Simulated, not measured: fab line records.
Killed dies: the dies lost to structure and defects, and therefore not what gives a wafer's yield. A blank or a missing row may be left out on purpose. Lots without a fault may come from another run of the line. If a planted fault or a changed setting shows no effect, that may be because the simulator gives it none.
Comparing a struck lot with a sound one | flow gf180mcu | 15 out of 602 route steps
Sound: the wafers L658.2, L658.4, L658.6. Wafers L665.1, L665.5, L665.6 were the ones struck. At the end, the cause is stated.
For every step that has rows: the tool of each side, followed by ch and its chambers, followed by its first start. Under that, the readings that differ: sound wafers | struck wafers | difference of the means | sigmas: that difference in standard deviations of wafers without a fault.
alike: words and numbers the same on both sides, and readings whose means are apart by under 2 such deviations; not compared: readings that were withheld, readings missing a value for some wafer, numbers with overlapping values and no deviation given by the record, and bounds like >300 which may hide the same value.
The two part at a step that has a row with sigmas, a row that says differs or no value, or rows on one side only. When numbers do not overlap yet have no deviation, they are printed without sigmas and do not part them. A reading that every wafer of one side lacks parts them only if that side has two wafers or more.

GF_M1_SPUTTER_04: material TiN, target thk 50 nm, time 41.7 s.
  sound on pvd sputter-03, day 18 12:44; struck on pvd sputter-03, day 21 01:24
  alike: throttle valve pct
GF_M1_RS_MEAS_05: uses a four-point probe to measure.
  sound on film metro-03, day 18 12:47; struck on film metro-04, day 21 01:26
  alike: M1_ALCU_RS
GF_M1_THK_MEAS_06: measures by xrf.
  sound on film metro-03, day 18 12:54; struck on film metro-04, day 21 01:34
  alike: M1_ALCU_THK
then, 7 steps without rows for these wafers: GF_M1_DEHYDRATE_07 (time 60 s); GF_M1_HMDS_08 (prime time 60 s); GF_M1_COAT_09 (resist thk 1000 nm); GF_M1_SOFTBAKE_10 (time 60 s); GF_M1_EXPOSE_11 (exposes mask Metal1, target cd 230 nm); GF_M1_PEB_12 (peb time 90 s); GF_M1_DEVELOP_13 (develop time 60 s).
GF_M1_CD_MEAS_14 targets a cd of 230 nm.
  sound on cd sem-02, day 19 13:09; struck on cd sem-02, day 22 01:31
  alike: cd nm
GF_M1_OVL_MEAS_15:
  sound on overlay-01, day 19 13:15; struck on overlay-01, day 22 01:38
  alike: M1_OVL
GF_M1_METAL_ETCH_16: etches the open film in Cl2/BCl3, stops on SiO2, target depth 750.8 nm, time 125.1 s.
  sound on rie metal-02 ch 0, day 19 13:20; struck on rie metal-01 ch 0,1, day 22 01:40
  reading                             | sound                | struck               | difference | sigmas
  oes product au (a.u.)               | 0.986 0.988 0.981    | 0.789 0.781 0.794    | -0.197     | -30
  throttle valve pct (%)              | 28.231 28.229 28.244 | 28.467 28.456 28.475 | +0.231     | +21
  model.KrF_of_M1_COAT_09.thk nm (nm) | 683.6 685.6 686.8    | 788.7 791.2 789.1    | +104.3     |
  alike: bias w, drypump motor current A
  not compared: rf hours counter h
GF_M1_STRIP_17: strips in O2/N2.
  sound on plasma asher-01 ch 0,1, day 19 13:32; struck on plasma asher-01 ch 0,1, day 22 01:48
  reading                      | sound             | struck            | difference | sigmas
  oes product au (a.u.)        | 0.528 0.536 0.536 | 0.579 0.572 0.578 | +0.043     | +8
  strip time to endpoint s (s) | 7.37 7.38 7.40    | 8.38 8.42 8.40    | +1.02      | +21
  alike: drypump motor current A, heater power w
  not compared: rf hours counter h
then, 1 step without rows for these wafers: GF_M1_STRIP_18 (strips in post etch residue remover, time 1200 s).

## WHERE THEY PART
Earliest at GF_M1_METAL_ETCH_16; latest, in this record, at GF_M1_STRIP_17.

WHY: whatever the simulator had introduced
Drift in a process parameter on rie metal-01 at GF_M1_METAL_ETCH_16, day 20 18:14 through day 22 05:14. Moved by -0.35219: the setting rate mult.
